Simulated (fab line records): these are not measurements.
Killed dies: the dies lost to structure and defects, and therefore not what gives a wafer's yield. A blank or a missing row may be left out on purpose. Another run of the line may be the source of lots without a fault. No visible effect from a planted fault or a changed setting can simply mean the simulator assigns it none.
Chamber matching + flow sky130 + rie-diel-02 running SKY_FIELD_ISO_ETCH_14: 4 sister chambers
The step etches BARC in N2/H2, stops on SiO2, time 45.9 s, target depth 60 nm. 8 wafers are shown with their chamber, then 7 later ones without.

## EACH WAFER AND ITS CHAMBER
| wafer  | chamber | drypump-motor-current-A (A) | throttle-valve-pct (%) |
|--------|---------|-----------------------------|------------------------|
| L079.5 | 0       | 6.2                         | 13.214                 |
| L082.1 | 0       | 6.2                         | 13.215                 |
| L083.6 | 3       | 6.3                         | 13.233                 |
| L084.1 | 1       | 6.7                         | 13.213                 |
| L084.2 | 2       | 4.9                         | 13.218                 |
| L084.6 | 1       | 6.7                         | 13.224                 |
| L095.3 | 3       | 6.4                         | 13.215                 |
| L095.5 | 2       | 4.9                         | 13.227                 |

## WAFERS WITHOUT THEIR CHAMBER
| wafer  | drypump-motor-current-A (A) | throttle-valve-pct (%) |
|--------|-----------------------------|------------------------|
| L095.6 | 6.7                         | 13.226                 |
| L096.3 | 6.2                         | 13.227                 |
| L096.5 | 6.3                         | 13.232                 |
| L096.6 | 6.2                         | 13.233                 |
| L097.2 | 6.8                         | 13.222                 |
| L097.4 | 6.2                         | 13.219                 |
| L097.6 | 6.4                         | 13.215                 |

## WHICH CHAMBER EACH WENT THROUGH
| wafer  | from the rows above     | in truth |
|--------|-------------------------|----------|
| L095.6 | 1                       | 1        |
| L096.3 | 0                       | 0        |
| L096.5 | can't be placed: 3 or 0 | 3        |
| L096.6 | 0                       | 0        |
| L097.2 | 1                       | 1        |
| L097.4 | 0                       | 0        |
| L097.6 | 3                       | 3        |
Correctly placed: 6 of 7. From these rows, 1 cannot be placed; in 1 the true chamber is one of the candidates. Number placed wrongly: 0.
How it was worked out, from the rows above alone: a wafer's distance from a chamber is the root of the sum, over the readings, of the square of ((its reading less the chamber's mean) divided by the reading's scatter). If the next closest chamber is less than 2 further off than the closest, the wafer can't be placed; otherwise it belongs to the closest. The mean given for a chamber averages the wafers shown for that chamber. The scatter is the square root of a quotient: the sum, over the shown wafers, of each reading's squared deviation from its chamber's mean, divided by wafers minus chambers.
